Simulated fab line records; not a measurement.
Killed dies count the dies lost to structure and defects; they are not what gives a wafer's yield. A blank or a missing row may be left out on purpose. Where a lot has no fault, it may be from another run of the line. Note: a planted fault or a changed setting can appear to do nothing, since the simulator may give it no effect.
Check for tools in common + flow sky130 + Sampled: 9 lots, 27 wafers

## THE REASON FOR OPENING IT
At SKY_SONOS_ONO_THK_MEAS_03 the reading SONOS_ONO_CVD_02_THK is flagged on 2 of 9 lots. Fault-free wafers read 10.54 nm, with a standard deviation of 0.16.
Rule: a lot is flagged in two cases, either no wafer of it has a number, or all its wafers with numbers fall more than 4 standard deviations from that mean. The rest of the lots are taken to be sound.

| lot  | measured     | on            | SONOS_ONO_CVD_02_THK (nm), wafer by wafer | flag    |
|------|--------------|---------------|-------------------------------------------|---------|
| L485 | day 11 20:34 | film_metro-02 | 10.56 10.52 10.51                         |         |
| L486 | day 12 00:11 | film_metro-03 | 10.34 10.38 10.39                         |         |
| L487 | day 12 04:23 | film_metro-03 | 10.15 10.18 10.34                         |         |
| L491 | day 13 13:17 | film_metro-02 | 10.59 10.70 10.57                         |         |
| L492 | day 13 23:15 | film_metro-02 | 10.45 10.12 10.31                         |         |
| L495 | day 14 22:56 | film_metro-02 | 12.13 12.29 12.14                         | FLAGGED |
| L496 | day 15 06:06 | film_metro-03 | 12.14 12.08 12.13                         | FLAGGED |
| L507 | day 19 00:05 | film_metro-03 | 10.80 10.93 10.82                         |         |
| L508 | day 20 10:23 | film_metro-04 | 10.45 10.51 10.44                         |         |
Average over the flagged lots: 12.15 nm; offset from the usual +1.61 nm, equal to +10 standard deviations.

## WHICH TOOL EACH LOT WENT THROUGH
2 process steps preceding the reading are held in the record, out of 708 steps in the route. In each cell: the tool, then ch and the chambers that the sampled wafers went through, then the start.
| lot  | flag    | SKY_NWELL_RTA_28                 | SKY_SONOS_ONO_CVD_02        |
|------|---------|----------------------------------|-----------------------------|
| L485 |         | rtp_anneal-02 ch 0, day 5 13:23  | lpcvd-02 ch 1, day 11 19:31 |
| L486 |         | rtp_anneal-01 ch 0, day 5 15:31  | lpcvd-02 ch 0, day 11 23:08 |
| L487 |         | rtp_anneal-01 ch 0, day 5 19:42  | lpcvd-02 ch 1, day 12 03:20 |
| L491 |         | rtp_anneal-01 ch 0, day 6 18:56  | lpcvd-02 ch 1, day 13 12:14 |
| L492 |         | rtp_anneal-02 ch 0, day 7 02:09  | lpcvd-02 ch 1, day 13 22:12 |
| L495 | FLAGGED | rtp_anneal-01 ch 0, day 7 22:37  | lpcvd-02 ch 0, day 14 21:53 |
| L496 | FLAGGED | rtp_anneal-02 ch 0, day 8 03:08  | lpcvd-02 ch 0, day 15 05:01 |
| L507 |         | rtp_anneal-02 ch 0, day 10 21:26 | lpcvd-02 ch 0, day 18 23:02 |
| L508 |         | rtp_anneal-01 ch 0, day 12 03:19 | lpcvd-02 ch 0, day 20 09:19 |
What is done by these steps:
- SKY_NWELL_RTA_28: time 30 s.
- SKY_SONOS_ONO_CVD_02: deposits Si3N4 from DCS/NH3, target thk 10.5 nm, time 180 s.
- SKY_SONOS_ONO_THK_MEAS_03

## FLAGGED OVER TOTAL, TOOL BY TOOL (the gauges that took the reading come last)
| step                      | tool          | lots run | flagged | share of the flagged lots | sound lots run after its first flagged lot |
|---------------------------|---------------|----------|---------|---------------------------|--------------------------------------------|
| SKY_NWELL_RTA_28          | rtp_anneal-01 | 5        | 1       | some                      | 1 (L508)                                   |
| SKY_NWELL_RTA_28          | rtp_anneal-02 | 4        | 1       | some                      | 1 (L507)                                   |
| SKY_SONOS_ONO_CVD_02      | lpcvd-02      | 9        | 2       | all                       | 2 (L507,L508)                              |
| SKY_SONOS_ONO_THK_MEAS_03 | film_metro-02 | 4        | 1       | some                      | 0                                          |
| SKY_SONOS_ONO_THK_MEAS_03 | film_metro-03 | 4        | 1       | some                      | 1 (L507)                                   |
| SKY_SONOS_ONO_THK_MEAS_03 | film_metro-04 | 1        | 0       | none                      | -                                          |

## WHAT THE TABLE PERMITS
All flagged lots share 1 row of the table, namely lpcvd-02 at SKY_SONOS_ONO_CVD_02.
- lpcvd-02 at SKY_SONOS_ONO_CVD_02 ran 9 lots, 2 of them flagged. Lots that were sound ran on it after the first flagged one (L507, L508); a persistent fault on the entire tool would not allow that.
None of the table's rows ran every flagged lot and, after the first, no sound lot.

## WHAT THE SIMULATOR HAD INSERTED
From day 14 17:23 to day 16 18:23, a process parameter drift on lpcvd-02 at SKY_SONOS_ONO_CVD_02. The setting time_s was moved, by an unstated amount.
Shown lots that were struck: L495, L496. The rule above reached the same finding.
